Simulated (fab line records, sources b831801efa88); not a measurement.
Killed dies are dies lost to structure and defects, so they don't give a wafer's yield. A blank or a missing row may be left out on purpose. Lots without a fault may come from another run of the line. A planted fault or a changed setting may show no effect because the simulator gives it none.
A struck lot beside a sound one | flow gf180mcu | 27 steps out of a route of 602
Sound: wafers L351.1, L351.4, L351.5. Struck: wafers L362.1, L362.5, L362.6. The cause comes at the end.
At each step with rows: each side's tool, then ch and its chambers, then its first start. Under that, the readings that differ: sound wafers | struck wafers | difference of the means | sigmas: that difference in standard deviations of wafers without a fault.
alike: readings whose means differ by less than 2 such deviations, and words and numbers that are the same on both sides. not compared: withheld readings, readings that some wafer has no value for, bounds like >300 that may hide the same value, and numbers for which the record gives no deviation and whose values overlap.
The two part at a step that has a row with sigmas, a row that says differs or no value, or rows on one side only. Numbers that don't overlap but have no deviation are shown without sigmas and don't part them. A reading that every wafer of one side lacks parts them only if that side has two wafers or more.

GF_HV_LDD_ETCHBACK_58: etches Si3N4 in CH3F/O2, stops on SiO2, time 100 s, target depth 90 nm.
  sound on rie_diel-02 ch 0,3, day 14 04:47; struck on rie_diel-02 ch 0,2,3, day 18 03:24
  alike: drypump_motor_current_A, oes_product_au, throttle_valve_pct
  not compared: rf_hours_counter_h
then, 7 steps without rows for these wafers: GF_NSD_DEHYDRATE_00 (time 60 s); GF_NSD_HMDS_01 (prime time 60 s); GF_NSD_COAT_02 (resist thk 1000 nm); GF_NSD_SOFTBAKE_03 (time 60 s); GF_NSD_EXPOSE_04 (exposes mask Nplus, target cd 400 nm); GF_NSD_PEB_05; GF_NSD_DEVELOP_06 (develop time 60 s).
GF_NSD_CD_MEAS_07: target cd 400 nm.
  sound on cd_sem-02, day 15 00:59; struck on cd_sem-02, day 19 03:40
  alike: cd_nm
GF_NSD_OVL_MEAS_08:
  sound on overlay-01, day 15 01:06; struck on overlay-02, day 19 03:47
  alike: NSD_OVL
then, 2 steps without rows for these wafers: GF_NSD_IMPLANT_09; GF_NSD_IMPLANT_10.
GF_NSD_STRIP_11: strips in O2/N2.
  sound on plasma_asher-04 ch 0,1, day 15 01:26; struck on plasma_asher-03 ch 0,1, day 19 04:07
  reading                                  | sound             | struck            | difference                    | sigmas
  oes_product_au (a.u.)                    | 0.489 0.485 0.488 | 0.461 0.461 0.464 | -0.025                        | -6
  strip_time_to_endpoint_s (s)             | 22.99 22.97 22.96 | - - -             | no value on the struck wafers |
  model.NOVOLAK_of_NSD_COAT_02.thk_nm (nm) | 0 0 0             | 452 453.1 453.2   | +453                          |
  alike: drypump_motor_current_A, heater_power_w
  not compared: rf_hours_counter_h
GF_NSD_TW_MEAS_12:
  sound on film_metro-03, day 15 01:36; struck on film_metro-02, day 19 04:13
  alike: NSD_TW
then, 7 steps without rows for these wafers: GF_PSD_DEHYDRATE_00 (time 60 s); GF_PSD_HMDS_01 (prime time 60 s); GF_PSD_COAT_02 (resist thk 1000 nm); GF_PSD_SOFTBAKE_03 (time 60 s); GF_PSD_EXPOSE_04 (exposes mask Pplus, target cd 400 nm); GF_PSD_PEB_05; GF_PSD_DEVELOP_06 (develop time 60 s).
GF_PSD_CD_MEAS_07: target cd 400 nm.
  sound on cd_sem-02, day 15 22:46; struck on cd_sem-01, day 20 04:26
  alike: cd_nm
GF_PSD_OVL_MEAS_08:
  sound on overlay-02, day 15 22:53; struck on overlay-02, day 20 04:33
  alike: PSD_OVL
then, 1 step without rows for these wafers: GF_PSD_IMPLANT_09.
GF_PSD_STRIP_10: strips in O2/N2.
  sound on plasma_asher-02 ch 1, day 15 23:05; struck on plasma_asher-02 ch 0,1, day 20 04:44
  reading                      | sound             | struck            | difference | sigmas
  oes_product_au (a.u.)        | 0.592 0.585 0.593 | 0.635 0.631 0.631 | +0.042     | +9
  strip_time_to_endpoint_s (s) | 16.53 16.55 16.57 | 23.32 23.33 23.37 | +6.79      | +99 or more
  alike: drypump_motor_current_A, heater_power_w
  not compared: rf_hours_counter_h
GF_PSD_TW_MEAS_11:
  sound on film_metro-02, day 15 23:11; struck on film_metro-02, day 20 05:09
  reading | sound          | struck   | difference | sigmas
  PSD_TW  | 3167 3177 3180 | 30 30 30 | -3145      | -87
  not compared: hold
GF_PASSIVATION_PROBE_99:
  the record has rows for the sound wafers here (prober-02, day 30 12:27) and none for the struck ones

WHERE THEY PART
First at GF_NSD_STRIP_11; last, within this record, at GF_PASSIVATION_PROBE_99.

WHY: what the simulator had put in
Strip aborted: plasma_asher-03, from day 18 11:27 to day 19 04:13, at GF_NSD_STRIP_11. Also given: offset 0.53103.
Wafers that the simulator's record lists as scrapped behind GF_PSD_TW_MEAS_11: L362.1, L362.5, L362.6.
